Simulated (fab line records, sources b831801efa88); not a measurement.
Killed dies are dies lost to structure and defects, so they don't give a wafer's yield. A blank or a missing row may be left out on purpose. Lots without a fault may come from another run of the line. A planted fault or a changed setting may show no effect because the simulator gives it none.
fab line records | flow sky130
record lots=6 wafers=18 last_day=50
route steps=708 shown DNWELL@41 PWDE@45 NWELL@56 PAD_OPEN@708
lots that met no fault: from a run of the same line without faults
start_h: hours from the record's first day to the start of the lot's first wafer shown | wait_h: hours since the lot's step before | " the same as in the row above | L1.1+2: a row that stands for several wafers | - no value, or no start given | * or withheld: withheld | < > ~ a bound
route shown NAME@n: a module of which the file shows steps, and the number in the route of the first | usual: mean/standard deviation of fault-free wafers | same: alike in all rows | chamber/n: place in a boat | sites: the reading at each site | _std_site: their standard deviation | _edge_site: outer sites' mean less inner sites' | radius_mm: how far each site lies from the wafer's centre | mask NAME#n: copy n | behind: the tool/chamber that last shaped the wafer | hold: why the lot was held/for how many hours/how that ended | device: the transistor (n, p or np) that didn't switch | end of line: the same wafers' tests at the end of the route | a step without rows: its recipe alone | killed: dies lost to structure and defects at the first sort, not the wafer's yield | map: a wafer's dies, x killed, . not, _ none there
set.NAME: the setting as run; set.NAME@STEP: as run at that earlier step | model.NAME: the simulator's own value behind a step, which no gauge read
lots at some steps of the route; a table a step, a row a wafer
services: from which hour (start_h, from the record's first day; less than 0 if before it) a tool's chamber was out of use, for how many hours, and why
## steps
# step SKY_DNWELL_DEVELOP_06
# recipe wall_angle_deg=90 developer=TMAH develop_time_s=60 dev_temp_c=23
# step SKY_DNWELL_IMPLANT_07
# recipe species=P energy_kev=withheld dose_cm2=withheld tilt_deg=withheld
# step SKY_DNWELL_STRIP_08
# recipe chemistry=O2/N2 power_w=1400 pressure_mtorr=1500 platen_temp_c=withheld o2_flow_sccm=3000 n2_flow_sccm=300 overash_fraction=0.5
# usual drypump_motor_current_A=5.9/0.34 n2_flow_sccm=300.1/0.81 oes_product_au=0.722/0.0046 strip_time_to_endpoint_s=36.94/0.11
# columns lot.wafer tool chamber start_h wait_h drypump_motor_current_A n2_flow_sccm oes_product_au rf_hours_counter_h strip_time_to_endpoint_s
L511.2 plasma_asher-02 1 49.17 0.1 6.1 300.9 0.720 39 36.87
L511.4 " 0 " " 5.8 299.7 0.722 - 36.85
L511.6 " 0 " " 5.8 298.5 0.727 - 36.85
L516.1 plasma_asher-03 1 83.39 0.1 6.4 300.9 0.719 41 36.84
L516.2 " 0 " " 5.4 301.5 0.725 41 36.92
L516.5 " 1 " " 6.4 298.6 0.723 - 36.84
L522.1 plasma_asher-04 0 113.16 0.1 5.6 300.5 0.725 47 37.04
L522.2 " 1 " " 5.9 301.5 0.725 47 37.05
L522.5 " 0 " " 5.6 300.4 0.713 - 37.01
L523.2 plasma_asher-02 0 118.76 0.1 5.9 302.1 0.717 48 37.00
L523.5 " 1 " " 6.2 300.3 0.717 - 36.85
L523.6 " 0 " " 5.9 299.7 0.717 - 36.97
L529.1 plasma_asher-04 1 151.67 0.1 5.9 300.3 0.716 51 37.14
L529.2 " 0 " " 5.5 300.3 0.729 51 37.14
L529.3 " 1 " " 5.9 299.9 0.728 - 36.99
L533.2 plasma_asher-03 0 187.77 0.1 5.4 299.9 0.731 6 36.87
L533.4 " 0 " " 5.4 299.4 0.721 - 36.95
L533.5 " 0 " " 5.4 301.2 0.716 - 36.96
# step SKY_DNWELL_TW_MEAS_09
# usual DNWELL_TW=1109/14
# columns lot.wafer tool chamber start_h wait_h DNWELL_TW
L511.2 film_metro-01 - 49.28 0.1 1093
L511.4 " - " " 1099
L511.6 " - " " 1093
L516.1 film_metro-01 - 83.49 0.1 1103
L516.2 " - " " 1095
L516.5 " - " " 1098
L522.1 film_metro-01 - 113.26 0.1 1087
L522.2 " - " " 1082
L522.5 " - " " 1081
L523.2 film_metro-01 - 118.87 0.1 1085
L523.5 " - " " 1086
L523.6 " - " " 1092
L529.1 film_metro-03 - 151.77 0.1 1106
L529.2 " - " " 1106
L529.3 " - " " 1115
L533.2 film_metro-03 - 187.88 0.1 1097
L533.4 " - " " 1103
L533.5 " - " " 1098
# step SKY_PWDE_DEHYDRATE_00
# recipe temp_c=200 time_s=60
# step SKY_PWDE_HMDS_01
# recipe prime_time_s=60 prime_temp_c=120
# step SKY_PWDE_COAT_02
# recipe spin_rpm=2000 resist_thk_nm=3000
# step SKY_PWDE_SOFTBAKE_03
# recipe temp_c=110 time_s=withheld
# step SKY_PWDE_EXPOSE_04
# recipe mask_id=PWDEM na=0.6 source_shape=conventional sigma_outer=0.6 polarization=unpolarized target_cd_nm=840 dose_mj=214
# step SKY_PWDE_PEB_05
# recipe temp_c=115 time_s=withheld
# step SKY_PWDE_DEVELOP_06
# recipe wall_angle_deg=90 developer=TMAH develop_time_s=60 dev_temp_c=23
# step SKY_PWDE_OVL_MEAS_07
# usual PWDE_OVL=-1.1/1.6
# columns lot.wafer tool chamber start_h wait_h PWDE_OVL[nm]
L511.2 overlay-02 - 64.32 - 1.4
L511.4 " - " " 1.9
L511.6 " - " " 0.3
L516.1 overlay-01 - 100.49 - -1.5
L516.2 " - " " -2.0
L516.5 " - " " -1.8
L522.1 overlay-02 - 131.09 - -0.7
L522.2 " - " " -1.7
L522.5 " - " " 0.5
L523.2 overlay-01 - 137.33 - -1.2
L523.5 " - " " -0.8
L523.6 " - " " -1.7
L529.1 overlay-02 - 170.59 - -0.1
L529.2 " - " " -0.3
L529.3 " - " " -2.4
L533.2 overlay-02 - 209.99 - -0.4
L533.4 " - " " -1.7
L533.5 " - " " 0.1
# step SKY_PWDE_IMPLANT_08
# recipe species=B energy_kev=150 dose_cm2=3.6e+12 tilt_deg=withheld
# usual faraday_current_uA=20.3/0.4
# columns lot.wafer tool chamber start_h wait_h faraday_current_uA
L511.2 implanter-04 0 64.37 0.0 19.8
L511.4 " 0 " " 20.8
L511.6 " 0 " " 20.6
L516.1 implanter-04 0 100.52 0.0 20.8
L516.2 " 0 " " 20.2
L516.5 " 0 " " 20.6
L522.1 implanter-04 0 131.12 0.0 20.7
L522.2 " 0 " " 19.6
L522.5 " 0 " " 19.1
L523.2 implanter-03 0 137.38 0.0 20.2
L523.5 " 0 " " 19.5
L523.6 " 0 " " 20.4
L523.2 implanter-03 0 137.70 0.3 20.1
L523.5 " 0 " " 20.3
L523.6 " 0 " " 20.2
L529.1 implanter-03 0 170.62 0.0 20.3
L529.2 " 0 " " 20.1
L529.3 " 0 " " 20.2
L529.1 implanter-03 0 170.94 0.3 19.9
L529.2 " 0 " " 20.3
L529.3 " 0 " " 20.6
L533.2 implanter-04 0 210.05 0.0 20.2
L533.4 " 0 " " 20.8
L533.5 " 0 " " 20.3
# step SKY_PWDE_STRIP_09
# recipe chemistry=O2/N2 power_w=1400 pressure_mtorr=1500 platen_temp_c=withheld o2_flow_sccm=3000 n2_flow_sccm=300 overash_fraction=0.5
# usual drypump_motor_current_A=5.8/0.46 n2_flow_sccm=299.8/0.93 oes_product_au=0.723/0.0043 strip_time_to_endpoint_s=36.94/0.11
# columns lot.wafer tool chamber start_h wait_h drypump_motor_current_A n2_flow_sccm oes_product_au rf_hours_counter_h strip_time_to_endpoint_s
L511.2 plasma_asher-02 0 64.50 0.1 5.8 300.3 0.723 40 36.86
L511.4 " 1 " " 6.2 299.6 0.723 - 36.96
L511.6 " 0 " " 5.8 299.5 0.723 - 36.91
L516.1 plasma_asher-03 1 100.67 0.1 6.4 299.5 0.725 43 36.93
L516.2 " 0 " " 5.4 298.8 0.718 43 36.89
L516.5 " 0 " " 5.4 301.5 0.720 - 36.93
L522.1 plasma_asher-02 1 131.27 0.1 6.1 299.9 0.719 50 37.04
L522.2 " 0 " " 5.9 300.0 0.724 50 37.04
L522.5 " 1 " " 6.1 299.5 0.712 - 36.95
L523.2 plasma_asher-03 0 137.83 0.1 5.4 301.8 0.726 2 36.89
L523.5 " 0 " " 5.4 299.8 0.727 - 36.78
L523.6 " 1 " " 6.4 300.4 0.724 - 36.84
L529.1 plasma_asher-01 0 171.13 0.2 5.2 299.9 0.720 25 36.98
L529.2 " 1 " " 5.2 300.3 0.721 25 36.79
L529.3 " 0 " " 5.1 300.9 0.720 - 37.02
L533.2 plasma_asher-03 0 210.17 0.1 5.4 299.0 0.722 8 36.75
L533.4 " 1 " " 6.4 299.2 0.719 - 36.85
L533.5 " 0 " " 5.4 298.5 0.727 - 36.86
# step SKY_PWDE_TW_MEAS_10
# usual PWDE_TW=372/3.8
# columns lot.wafer tool chamber start_h wait_h PWDE_TW
L511.2 film_metro-01 - 64.61 0.1 369
L511.4 " - " " 368
L511.6 " - " " 369
L516.1 film_metro-03 - 100.77 0.1 375
L516.2 " - " " 371
L516.5 " - " " 374
L522.1 film_metro-02 - 131.37 0.1 377
L522.2 " - " " 376
L522.5 " - " " 376
L523.2 film_metro-03 - 137.97 0.1 463
L523.5 " - " " 462
L523.6 " - " " 459
L529.1 film_metro-03 - 171.23 0.1 461
L529.2 " - " " 458
L529.3 " - " " 461
L533.2 film_metro-03 - 210.28 0.1 377
L533.4 " - " " 375
L533.5 " - " " 377
# step SKY_NWELL_DEHYDRATE_03
# recipe temp_c=200 time_s=60
# step SKY_NWELL_HMDS_04
# recipe prime_time_s=60 prime_temp_c=120
# step SKY_NWELL_COAT_05
# recipe spin_rpm=2000 resist_thk_nm=3000
# step SKY_NWELL_SOFTBAKE_06
# recipe temp_c=110 time_s=withheld
# step SKY_NWELL_EXPOSE_07
# recipe mask_id=NWM na=0.6 source_shape=conventional sigma_outer=0.6 polarization=unpolarized target_cd_nm=840 dose_mj=255
# step SKY_NWELL_PEB_08
# recipe temp_c=115 time_s=withheld
# step SKY_NWELL_DEVELOP_09
# recipe wall_angle_deg=90 developer=TMAH develop_time_s=60 dev_temp_c=23
# step SKY_NWELL_OVL_MEAS_10
# usual NWELL_00_OVL=-0.1/1.7
# columns lot.wafer tool chamber start_h wait_h NWELL_00_OVL[nm]
L511.2 overlay-02 - 79.62 - 2.5
L511.4 " - " " 2.0
L511.6 " - " " 2.4
L516.1 overlay-02 - 118.16 - 0.1
L516.2 " - " " 0.2
L516.5 " - " " 1.2
L522.1 overlay-01 - 149.71 - 1.1
L522.2 " - " " 3.3
L522.5 " - " " 1.5
L523.2 overlay-01 - 155.83 - -0.2
L523.5 " - " " 0.7
L523.6 " - " " 0.0
L529.1 overlay-02 - 191.56 - 3.2
L529.2 " - " " 1.7
L529.3 " - " " 2.7
L533.2 overlay-01 - 232.03 - -1.5
L533.4 " - " " 1.2
L533.5 " - " " 0.0
# step SKY_NWELL_IMPLANT_11
# recipe species=P energy_kev=400 dose_cm2=1.9e+13 tilt_deg=withheld
# step SKY_NWELL_IMPLANT_12
# recipe species=P energy_kev=120 dose_cm2=1.3e+12 tilt_deg=withheld
# step SKY_NWELL_IMPLANT_13
# recipe species=P energy_kev=50 dose_cm2=7e+11 tilt_deg=withheld
# step SKY_NWELL_STRIP_14
# recipe chemistry=O2/N2 power_w=1400 pressure_mtorr=1500 platen_temp_c=withheld o2_flow_sccm=3000 n2_flow_sccm=300 overash_fraction=0.5
# usual drypump_motor_current_A=5.8/0.33 n2_flow_sccm=300.1/0.81 oes_product_au=0.723/0.0045 strip_time_to_endpoint_s=36.89/0.11
# columns lot.wafer tool chamber start_h wait_h drypump_motor_current_A n2_flow_sccm oes_product_au rf_hours_counter_h strip_time_to_endpoint_s
L511.2 plasma_asher-04 1 80.10 0.1 5.9 299.0 0.731 42 36.95
L511.4 " 0 " " 5.6 301.0 0.732 - 36.86
L511.6 " 1 " " 5.9 300.0 0.718 - 36.84
L516.1 plasma_asher-04 1 118.65 0.1 5.9 301.8 0.719 48 37.02
L516.2 " 0 " " 5.6 299.3 0.718 48 36.87
L516.5 " 0 " " 5.6 300.2 0.732 - 36.97
L522.1 plasma_asher-02 1 150.20 0.1 6.1 300.9 0.726 51 36.82
L522.2 " 0 " " 5.8 300.3 0.727 51 36.78
L522.5 " 0 " " 5.8 301.4 0.722 - 36.80
L523.2 plasma_asher-02 1 156.31 0.1 6.2 299.0 0.720 52 36.96
L523.5 " 0 " " 5.8 298.9 0.718 - 37.07
L523.6 " 1 " " 6.2 299.1 0.723 - 36.92
L529.1 plasma_asher-01 0 192.05 0.1 5.2 301.3 0.719 28 37.05
L529.2 " 1 " " 5.2 298.5 0.723 28 37.03
L529.3 " 1 " " 5.2 300.0 0.723 - 37.07
L533.2 plasma_asher-01 1 232.51 0.1 5.2 299.1 0.719 32 36.64
L533.4 " 0 " " 5.1 299.9 0.718 - 36.65
L533.5 " 1 " " 5.2 299.3 0.728 - 36.77
# step SKY_NWELL_TW_MEAS_15
# usual NWELL_TW=1814/15
# columns lot.wafer tool chamber start_h wait_h NWELL_TW
L511.2 film_metro-02 - 80.21 0.1 1836
L511.4 " - " " 1846
L511.6 " - " " 1837
L516.1 film_metro-03 - 118.75 0.1 1816
L516.2 " - " " 1813
L516.5 " - " " 1812
L522.1 film_metro-01 - 150.30 0.1 1802
L522.2 " - " " 1790
L522.5 " - " " 1796
L523.2 film_metro-02 - 156.42 0.1 1821
L523.5 " - " " 1815
L523.6 " - " " 1814
L529.1 film_metro-01 - 192.15 0.1 1784
L529.2 " - " " 1787
L529.3 " - " " 1793
L533.2 film_metro-02 - 232.62 0.1 1812
L533.4 " - " " 1826
L533.5 " - " " 1820
# step SKY_NWELL_DEHYDRATE_16
# recipe temp_c=200 time_s=60
# step SKY_NWELL_HMDS_17
# recipe prime_time_s=60 prime_temp_c=120
# step SKY_NWELL_COAT_18
# recipe spin_rpm=2000 resist_thk_nm=3000
# step SKY_NWELL_SOFTBAKE_19
# recipe temp_c=110 time_s=withheld
# step SKY_NWELL_EXPOSE_20
# recipe mask_id=NWM_COMPLEMENT na=0.6 source_shape=conventional sigma_outer=0.6 polarization=unpolarized target_cd_nm=840 dose_mj=260
# step SKY_NWELL_PEB_21
# recipe temp_c=115 time_s=withheld
# step SKY_NWELL_DEVELOP_22
# recipe wall_angle_deg=90 developer=TMAH develop_time_s=60 dev_temp_c=23
# step SKY_NWELL_OVL_MEAS_23
# usual NWELL_01_OVL=0.2/1.4
# columns lot.wafer tool chamber start_h wait_h NWELL_01_OVL[nm]
L511.2 overlay-02 - 96.62 - 2.2
L511.4 " - " " 2.2
L511.6 " - " " 1.6
L516.1 overlay-02 - 136.97 - 2.6
L516.2 " - " " 1.6
L516.5 " - " " 1.2
L522.1 overlay-01 - 168.36 - -1.6
L522.2 " - " " -0.4
L522.5 " - " " 0.8
L523.2 overlay-02 - 175.32 - -0.3
L523.5 " - " " -0.6
L523.6 " - " " -1.0
L529.1 overlay-02 - 214.21 - 0.9
L529.2 " - " " 0.8
L529.3 " - " " 1.1
L533.2 overlay-02 - 256.17 - 1.3
L533.4 " - " " 0.0
L533.5 " - " " 0.9
# step SKY_NWELL_IMPLANT_24
# recipe species=B energy_kev=140 dose_cm2=9.2e+12 tilt_deg=withheld
# step SKY_NWELL_STRIP_25
# recipe chemistry=O2/N2 power_w=1400 pressure_mtorr=1500 platen_temp_c=withheld o2_flow_sccm=3000 n2_flow_sccm=300 overash_fraction=0.5
# usual drypump_motor_current_A=5.5/0.37 n2_flow_sccm=300.0/0.79 oes_product_au=0.722/0.004 strip_time_to_endpoint_s=36.92/0.095
# columns lot.wafer tool chamber start_h wait_h drypump_motor_current_A n2_flow_sccm oes_product_au rf_hours_counter_h strip_time_to_endpoint_s
L511.2 plasma_asher-04 1 96.80 0.1 5.9 300.6 0.718 44 36.80
L511.4 " 1 " " 5.9 299.9 0.721 - 36.82
L511.6 " 0 " " 5.6 299.6 0.716 - 36.96
L516.1 plasma_asher-04 1 137.16 0.1 5.9 300.2 0.720 50 36.94
L516.2 " 0 " " 5.6 300.0 0.721 50 36.95
L516.5 " 0 " " 5.6 299.4 0.721 - 36.97
L522.1 plasma_asher-04 0 168.55 0.1 5.6 300.0 0.719 53 36.83
L522.2 " 1 " " 5.9 299.6 0.724 53 36.88
L522.5 " 1 " " 5.9 300.4 0.722 - 36.87
L523.2 plasma_asher-01 1 175.50 0.1 5.2 300.0 0.715 26 36.95
L523.5 " 1 " " 5.1 300.3 0.718 - 36.95
L523.6 " 0 " " 5.2 300.6 0.725 - 37.05
L529.1 plasma_asher-01 1 214.40 0.1 5.1 300.6 0.716 30 36.69
L529.2 " 0 " " 5.1 299.6 0.726 30 36.86
L529.3 " 0 " " 5.1 300.4 0.727 - 36.85
L533.2 plasma_asher-01 1 256.35 0.1 5.1 300.9 0.722 34 36.94
L533.4 " 0 " " 5.1 301.6 0.728 - 36.89
L533.5 " 0 " " 5.2 301.1 0.723 - 36.81
# step SKY_NWELL_TW_MEAS_26
# usual NWELL_2_TW=496/3.1
# columns lot.wafer tool chamber start_h wait_h NWELL_2_TW
L511.2 film_metro-02 - 96.91 0.1 495
L511.4 " - " " 496
L511.6 " - " " 497
L516.1 film_metro-03 - 137.26 0.1 496
L516.2 " - " " 497
L516.5 " - " " 496
L522.1 film_metro-03 - 168.65 0.1 494
L522.2 " - " " 494
L522.5 " - " " 496
L523.2 film_metro-01 - 175.61 0.1 491
L523.5 " - " " 493
L523.6 " - " " 493
L529.1 film_metro-02 - 214.50 0.1 497
L529.2 " - " " 496
L529.3 " - " " 498
L533.2 film_metro-03 - 256.46 0.1 497
L533.4 " - " " 494
L533.5 " - " " 497
# step SKY_NWELL_CLEAN_27
# recipe chemistry=SC1/SC2 mix=1:4:20 temp_c=70 time_s=150 dry=n2_spin
# step SKY_NWELL_RTA_28
# recipe temp_c=1050 time_s=30 idle_temp_c=650 ramp_up_c_per_s=150 ramp_down_c_per_s=90 ambient=N2
# usual lamp_power_pct=25.31/0.051 wafer_temp_C_max=1055.0/0.99
# columns lot.wafer tool chamber start_h wait_h lamp_power_pct wafer_temp_C_max
L511.2 rtp_anneal-01 0 97.03 0.0 25.44 1054.5
L511.4 " 0 " " 25.22 1055.3
L511.6 " 0 " " 25.22 1054.8
L516.1 rtp_anneal-02 0 137.37 0.0 25.27 1054.0
L516.2 " 0 " " 25.29 1055.6
L516.5 " 0 " " 25.33 1054.4
L522.1 rtp_anneal-02 0 168.76 0.0 25.20 1056.0
L522.2 " 0 " " 25.29 1054.4
L522.5 " 0 " " 25.30 1054.5
L523.2 rtp_anneal-02 0 175.73 0.0 25.23 1054.9
L523.5 " 0 " " 25.31 1054.2
L523.6 " 0 " " 25.31 1057.1
L529.1 rtp_anneal-01 0 214.61 0.0 25.19 1055.4
L529.2 " 0 " " 25.35 1055.6
L529.3 " 0 " " 25.29 1054.6
L533.2 rtp_anneal-02 0 256.58 0.0 25.37 1054.6
L533.4 " 0 " " 25.28 1053.5
L533.5 " 0 " " 25.39 1055.4
# step SKY_NWELL_RS_MEAS_29
# recipe thk_meas_gauge=four-point-probe
# usual NWELL_RS=625.0/1.5
# columns lot.wafer tool chamber start_h wait_h NWELL_RS[ohm/sq]
L511.2 film_metro-01 - 97.13 0.1 626.5
L511.4 " - " " 626.6
L511.6 " - " " 625.0
L516.1 film_metro-02 - 137.47 0.1 624.6
L516.2 " - " " 624.7
L516.5 " - " " 625.3
L522.1 film_metro-01 - 168.86 0.1 625.6
L522.2 " - " " 626.5
L522.5 " - " " 623.8
L523.2 film_metro-03 - 175.83 0.1 627.0
L523.5 " - " " 626.8
L523.6 " - " " 624.8
L529.1 film_metro-01 - 214.71 0.1 626.8
L529.2 " - " " 626.3
L529.3 " - " " 627.6
L533.2 film_metro-02 - 256.68 0.1 626.3
L533.4 " - " " 627.7
L533.5 " - " " 626.9
# step SKY_NWELL_RS_MEAS_31
# recipe thk_meas_gauge=four-point-probe
# usual PWDE_RS=5279/16
# columns lot.wafer tool chamber start_h wait_h PWDE_RS[ohm/sq]
L511.2 film_metro-01 - 97.37 0.1 5268
L511.4 " - " " 5277
L511.6 " - " " 5263
L516.1 film_metro-02 - 137.71 0.1 5284
L516.2 " - " " 5270
L516.5 " - " " 5306
L522.1 film_metro-01 - 169.10 0.1 5278
L522.2 " - " " 5281
L522.5 " - " " 5278
L523.2 film_metro-03 - 176.07 0.1 3130
L523.5 " - " " 3130
L523.6 " - " " 3126
L529.1 film_metro-01 - 214.95 0.1 3112
L529.2 " - " " 3109
L529.3 " - " " 3115
L533.2 film_metro-02 - 256.92 0.1 5279
L533.4 " - " " 5277
L533.5 " - " " 5290
# step SKY_PAD_OPEN_PROBE_99
# usual killed_at_M0_to_M3=43/6.6 killed_at_M4_up=3.1/1.6 killed_at_contacts=23/5.6 killed_at_front_end=15/4.2 killed_at_other=0.2/0.43 killed_dies=85/9.3 killed_open=46/6.6 killed_short=39/6.2
# same gross_dies=492 killed_at_back_side=0
# columns lot.wafer tool chamber start_h wait_h killed_at_M0_to_M3 killed_at_M4_up killed_at_contacts killed_at_front_end killed_at_other killed_dies killed_open killed_short model.etest.res_p_drift_20v.line_ohm_um model.etest.res_p_drift_20v.rs_ohm_sq model.etest.res_pwde_under_gate.rs_ohm_sq
L511.2 prober-01 - 1056.71 0.1 41 3 34 15 0 93 51 42 1.099e+04 8963 6168
L511.4 prober-01 - 1056.81 0.2 38 3 23 13 1 78 41 37 1.153e+04 9395 6218
L511.6 prober-01 - 1056.91 0.2 42 3 23 16 0 84 46 38 1.088e+04 8995 6182
L516.1 prober-02 - 1106.96 0.1 60 4 23 22 1 110 53 57 1.149e+04 9584 6191
L516.2 prober-02 - 1107.01 0.1 40 4 27 12 0 83 48 35 1.217e+04 1.016e+04 6156
L516.5 prober-02 - 1107.16 0.2 46 5 26 17 0 94 46 48 1.188e+04 9890 6200
L522.1 prober-02 - 1132.96 0.1 53 2 20 12 1 88 41 47 1.117e+04 9307 6120
L522.2 prober-02 - 1133.01 0.1 41 6 21 10 1 79 41 38 1.078e+04 9063 6150
L522.5 prober-02 - 1133.16 0.2 38 2 21 17 0 78 39 39 1.087e+04 9064 6127
L523.2 prober-01 - 1141.30 0.1 49 3 28 16 0 96 55 41 6241 5239 3373
L523.5 prober-01 - 1141.45 0.2 39 1 22 12 0 74 41 33 6356 5318 3367
L523.6 prober-01 - 1141.50 0.2 43 4 29 7 0 83 45 38 6335 5241 3369
L529.1 prober-01 - 1174.43 0.1 38 5 13 18 1 75 35 40 6523 5522 3354
L529.2 prober-01 - 1174.48 0.1 53 5 26 19 0 103 53 50 6168 5255 3375
L529.3 prober-01 - 1174.53 0.2 44 6 27 15 0 92 53 39 6739 5701 3354
L533.2 prober-02 - 1199.90 0.1 35 2 26 7 0 70 33 37 1.182e+04 9837 6118
L533.4 prober-02 - 1200.00 0.2 41 2 29 13 0 85 45 40 1.291e+04 1.055e+04 6160
L533.5 prober-02 - 1200.05 0.2 33 4 32 17 1 87 45 42 1.215e+04 1.02e+04 6087
# killed by level:class
L511.2 CONTACT:geometric_particle:open=15 VIA1:geometric_particle:open=8 CONTACT:geometric_particle:short=8 VIA2:geometric_particle:open=7 VIA3:geometric_particle:open=6 FIELD_ISO:geometric_particle:short=5 LOCAL_INTERCONNECT:geometric_particle:short=5 POLY_GATE:geometric_particle:open=4
L511.4 LI_CONTACT:geometric_particle:open=7 CONTACT:geometric_particle:short=6 VIA1:geometric_particle:open=6 VIA3:geometric_particle:open=6 CONTACT:geometric_particle:open=5 METAL2:geometric_particle:short=5 VIA2:geometric_particle:open=5 METAL1:geometric_particle:short=4
L511.6 VIA1:geometric_particle:open=8 VIA2:geometric_particle:open=8 LI_CONTACT:geometric_particle:open=7 CONTACT:geometric_particle:open=6 POLY_GATE:geometric_particle:short=5 METAL1:geometric_particle:short=5 CONTACT:geometric_particle:short=5 VIA1:geometric_particle:short=4
L516.1 VIA1:geometric_particle:open=11 FIELD_ISO:geometric_particle:open=8 VIA3:geometric_particle:open=8 METAL1:geometric_particle:short=8 METAL2:geometric_particle:short=8 FIELD_ISO:geometric_particle:short=7 CONTACT:geometric_particle:open=7 VIA2:geometric_particle:open=7
L516.2 CONTACT:geometric_particle:open=10 LI_CONTACT:geometric_particle:open=9 VIA1:geometric_particle:open=9 METAL1:geometric_particle:short=8 VIA3:geometric_particle:open=5 VIA2:geometric_particle:open=5 POLY_GATE:geometric_particle:short=4 VIA1:geometric_particle:short=4
L516.5 CONTACT:geometric_particle:open=13 VIA1:geometric_particle:open=12 METAL1:geometric_particle:short=9 FIELD_ISO:geometric_particle:short=6 VIA2:geometric_particle:open=6 LI_CONTACT:geometric_particle:short=5 VIA1:geometric_particle:short=5 METAL2:geometric_particle:short=5
L522.1 VIA2:geometric_particle:open=9 VIA1:geometric_particle:short=8 METAL2:geometric_particle:short=8 VIA1:geometric_particle:open=8 VIA3:geometric_particle:open=7 LOCAL_INTERCONNECT:geometric_particle:short=7 POLY_GATE:geometric_particle:short=5 METAL1:geometric_particle:short=5
L522.2 CONTACT:geometric_particle:open=8 VIA1:geometric_particle:open=6 VIA3:geometric_particle:open=6 VIA2:geometric_particle:open=5 METAL4:geometric_particle:short=5 METAL2:geometric_particle:short=4 LOCAL_INTERCONNECT:geometric_particle:open=4 METAL1:geometric_particle:short=4
L522.5 CONTACT:geometric_particle:open=12 VIA2:geometric_particle:open=8 VIA1:geometric_particle:open=5 CONTACT:geometric_particle:short=5 METAL2:geometric_particle:short=5 FIELD_ISO:geometric_particle:open=4 FIELD_ISO:geometric_particle:short=4 VIA3:geometric_particle:short=4
L523.2 VIA3:geometric_particle:open=14 VIA1:geometric_particle:open=11 CONTACT:geometric_particle:open=10 METAL1:geometric_particle:short=6 FIELD_ISO:geometric_particle:short=5 LI_CONTACT:geometric_particle:open=5 LOCAL_INTERCONNECT:geometric_particle:short=5 VIA1:geometric_particle:short=4
L523.5 VIA3:geometric_particle:open=9 CONTACT:geometric_particle:open=8 VIA1:geometric_particle:open=6 METAL2:geometric_particle:short=5 VIA2:geometric_particle:open=4 LI_CONTACT:geometric_particle:open=4 LOCAL_INTERCONNECT:geometric_particle:short=4 METAL1:geometric_particle:short=4
L523.6 CONTACT:geometric_particle:open=11 VIA1:geometric_particle:open=11 VIA2:geometric_particle:open=9 CONTACT:geometric_particle:short=6 LI_CONTACT:geometric_particle:open=5 METAL3:geometric_particle:short=5 METAL1:geometric_particle:short=4 LI_CONTACT:geometric_particle:short=4
L529.1 FIELD_ISO:geometric_particle:short=7 VIA1:geometric_particle:open=7 METAL1:geometric_particle:short=6 METAL2:geometric_particle:short=5 VIA1:geometric_particle:short=5 VIA2:geometric_particle:open=5 LI_CONTACT:geometric_particle:open=4 CONTACT:geometric_particle:open=4
L529.2 VIA1:geometric_particle:open=14 CONTACT:geometric_particle:open=10 METAL2:geometric_particle:short=8 FIELD_ISO:geometric_particle:short=7 VIA3:geometric_particle:open=7 VIA2:geometric_particle:open=6 LI_CONTACT:geometric_particle:open=5 VIA3:geometric_particle:short=5
L529.3 CONTACT:geometric_particle:open=12 VIA1:geometric_particle:open=12 METAL2:geometric_particle:short=9 VIA3:geometric_particle:open=8 LI_CONTACT:geometric_particle:open=7 LI_CONTACT:geometric_particle:short=5 METAL4:geometric_particle:short=5 FIELD_ISO:geometric_particle:open=3
L533.2 CONTACT:geometric_particle:open=10 VIA1:geometric_particle:open=8 LOCAL_INTERCONNECT:geometric_particle:short=6 VIA2:geometric_particle:open=6 FIELD_ISO:geometric_particle:short=5 CONTACT:geometric_particle:short=4 METAL2:geometric_particle:short=4 VIA3:geometric_particle:open=4
L533.4 CONTACT:geometric_particle:open=15 VIA2:geometric_particle:open=7 VIA3:geometric_particle:open=7 CONTACT:geometric_particle:short=6 METAL3:geometric_particle:short=6 FIELD_ISO:geometric_particle:open=5 FIELD_ISO:geometric_particle:short=5 VIA2:geometric_particle:short=5
L533.5 CONTACT:geometric_particle:open=13 CONTACT:geometric_particle:short=8 VIA2:geometric_particle:open=7 LOCAL_INTERCONNECT:geometric_particle:short=6 LI_CONTACT:geometric_particle:open=5 VIA1:geometric_particle:short=5 VIA1:geometric_particle:open=5 FIELD_ISO:geometric_particle:short=4
## services
# columns tool chamber start_h hours kind
plasma_asher-01 - 28.84 73.7 pm
implanter-04 - 82.48 5.8 repair
implanter-03 - 86.55 16.2 repair
rtp_anneal-01 - 88.12 2.9 pm
implanter-03 - 100.61 7.2 repair
plasma_asher-01 - 102.54 28.1 pm
plasma_asher-03 - 108.75 9.0 pm
plasma_asher-03 0 108.75 9.0 vent_cycle
plasma_asher-03 1 108.75 9.0 vent_cycle
plasma_asher-03 0 117.75 - clean
plasma_asher-03 1 117.75 - clean
plasma_asher-01 - 159.40 2.5 repair
plasma_asher-03 - 173.69 13.6 repair
implanter-03 - 178.15 7.4 repair
implanter-03 - 192.60 3.0 repair
plasma_asher-04 - 207.58 3.2 repair
implanter-03 - 208.37 4.2 pm
## key
first_sign step=SKY_PWDE_IMPLANT_08 reading=visit direction=added
effect step=SKY_PWDE_TW_MEAS_10 reading=PWDE_TW direction=up sigmas=23 usual=372 struck=461
effect step=SKY_NWELL_RS_MEAS_31 reading=PWDE_RS direction=down sigmas=99+ usual=5279 struck=3120
model_effect step=SKY_PAD_OPEN_PROBE_99 value=etest.res_p_drift_20v.line_ohm_um without=1.124e+04 struck=6394
met_at SKY_PWDE_IMPLANT_08
struck_wafers L523.2,L523.5,L523.6,L529.1,L529.2,L529.3
tester_left_out L523,L529
fault kind=repeated_step_whole tool=implanter-01,implanter-03,implanter-04 chamber=- onset_h=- steps=SKY_PWDE_IMPLANT_08 times=1 scope=struck_lots_only
# tester_left_out: of these lots the tester's yield and bins aren't shown, on N5 and GAA mostly nor the transistor test; their killed dies are dies lost to structure and defects alone, not to doping, threshold or leakage, so they don't give the yield
